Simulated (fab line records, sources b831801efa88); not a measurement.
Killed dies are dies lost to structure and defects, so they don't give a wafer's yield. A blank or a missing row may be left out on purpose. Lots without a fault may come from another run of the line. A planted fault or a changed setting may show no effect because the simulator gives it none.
A struck lot beside a sound one | flow sky130 | 16 steps out of a route of 708
Sound: wafers L684.2, L684.5, L684.6. Struck: wafers L695.2, L695.4, L695.5. The cause comes at the end.
At each step with rows: each side's tool, then ch and its chambers, then its first start. Under that, the readings that differ: sound wafers | struck wafers | difference of the means | sigmas: that difference in standard deviations of wafers without a fault.
alike: readings whose means differ by less than 2 such deviations, and words and numbers that are the same on both sides. not compared: withheld readings, readings that some wafer has no value for, bounds like >300 that may hide the same value, and numbers for which the record gives no deviation and whose values overlap.
The two part at a step that has a row with sigmas, a row that says differs or no value, or rows on one side only. Numbers that don't overlap but have no deviation are shown without sigmas and don't part them. A reading that every wafer of one side lacks parts them only if that side has two wafers or more.

SKY_GATE_OXIDE_TW_MEAS_14:
  sound on film_metro-01, day 14 08:43; struck on film_metro-03, day 18 19:58
  reading       | sound       | struck      | difference | sigmas
  GATE_OXIDE_TW | 219 218 219 | 228 228 229 | +10        | +2
then, 3 steps without rows for these wafers: SKY_GATE_OXIDE_CLEAN_15 (cleans in SC1/SC2, time 150 s); SKY_GATE_OXIDE_OXIDATION_16 (stabilise 600 s, purge 300 s, target thk 3.57 nm); SKY_POLY_GATE_CVD_00 (deposits poly-Si, target thk 180 nm, time 720 s).
SKY_POLY_GATE_THK_MEAS_01:
  sound on film_metro-01, day 14 11:45; struck on film_metro-04, day 18 23:50
  alike: POLY_GATE_CVD_00_THK
then, 7 steps without rows for these wafers: SKY_RES_PROTECT_DEHYDRATE_00 (time 60 s); SKY_RES_PROTECT_HMDS_01 (prime time 60 s); SKY_RES_PROTECT_COAT_02 (resist thk 1140 nm); SKY_RES_PROTECT_SOFTBAKE_03 (time 60 s); SKY_RES_PROTECT_EXPOSE_04 (exposes mask RPM, target cd 1270 nm); SKY_RES_PROTECT_PEB_05; SKY_RES_PROTECT_DEVELOP_06 (develop time 60 s).
SKY_POLY_GATE_IMPLANT_02:
  sound on implanter-03 ch 0, day 15 14:43; struck on implanter-01 ch 0, day 20 06:18
  reading       | sound                         | struck                        | difference | sigmas
  beam_on_s (s) | 31.2 30.6 30.6                | 22.4 22.1 23.5                | -8.1       | -6
  dose_ions_cm2 | 7.698e+15 7.709e+15 7.708e+15 | 5.366e+15 5.374e+15 5.384e+15 | -2.330e+15 | -99 or more
  alike: beam_energy_keV
SKY_RES_PROTECT_STRIP_07: strips in O2/N2.
  sound on plasma_asher-02 ch 0,1, day 15 14:50; struck on plasma_asher-03 ch 0, day 20 06:26
  reading                      | sound             | struck            | difference | sigmas
  oes_product_au (a.u.)        | 0.517 0.515 0.525 | 0.525 0.541 0.539 | +0.016     | +4
  strip_time_to_endpoint_s (s) | 23.37 23.35 23.40 | 21.84 21.83 21.84 | -1.54      | -29
  alike: drypump_motor_current_A
  not compared: rf_hours_counter_h
SKY_RES_PROTECT_TW_MEAS_08:
  sound on film_metro-03, day 15 14:56; struck on film_metro-02, day 20 06:32
  reading      | sound          | struck         | difference | sigmas
  POLY_GATE_TW | 4108 4097 4112 | 3933 3931 3903 | -183       | -3
-- the record jumps here: 29 days lie between the struck wafers' starts before and after (it left off in module RES_PROTECT and takes up again in module PAD_OPEN, whose first step shown is number 708 of the route) --
SKY_PAD_OPEN_PROBE_99:
  sound on prober-01, day 46 10:40; struck on prober-02, day 49 03:41
  reading                                        | sound                  | struck               | difference | sigmas
  model.etest.res_poly.line_ohm_um               | 483.2 491.6 492        | 709.4 741 724.1      | +235.9     |
  model.etest.licon_poly.rc_ohm                  | 152.3 152.6 151        | 243.6 261.4 235.4    | +94.8      |
  model.etest.res_poly.rs_ohm_sq                 | 48.19 48.67 47.63      | 67.17 67.21 65.8     | +18.56     |
  model.etest.res_poly.rs_ohm_sq_range           | 1.191 1.223 0.7667     | 3.707 4.239 4.177    | +2.981     |
  model.etest.res_poly.rs_ohm_sq_rim_less_centre | 0.8219 -0.3998 0.03032 | -3.275 -1.934 -3.338 | -3.000     |
  alike: killed_at_M0_to_M3, killed_at_M4_up, killed_at_contacts, killed_at_front_end, killed_at_other, killed_dies, killed_open, killed_short

WHERE THEY PART
First at SKY_GATE_OXIDE_TW_MEAS_14; last, within this record, at SKY_RES_PROTECT_TW_MEAS_08. Later steps at which nothing parts them and some readings are alike: SKY_PAD_OPEN_PROBE_99.

WHY: what the simulator had put in
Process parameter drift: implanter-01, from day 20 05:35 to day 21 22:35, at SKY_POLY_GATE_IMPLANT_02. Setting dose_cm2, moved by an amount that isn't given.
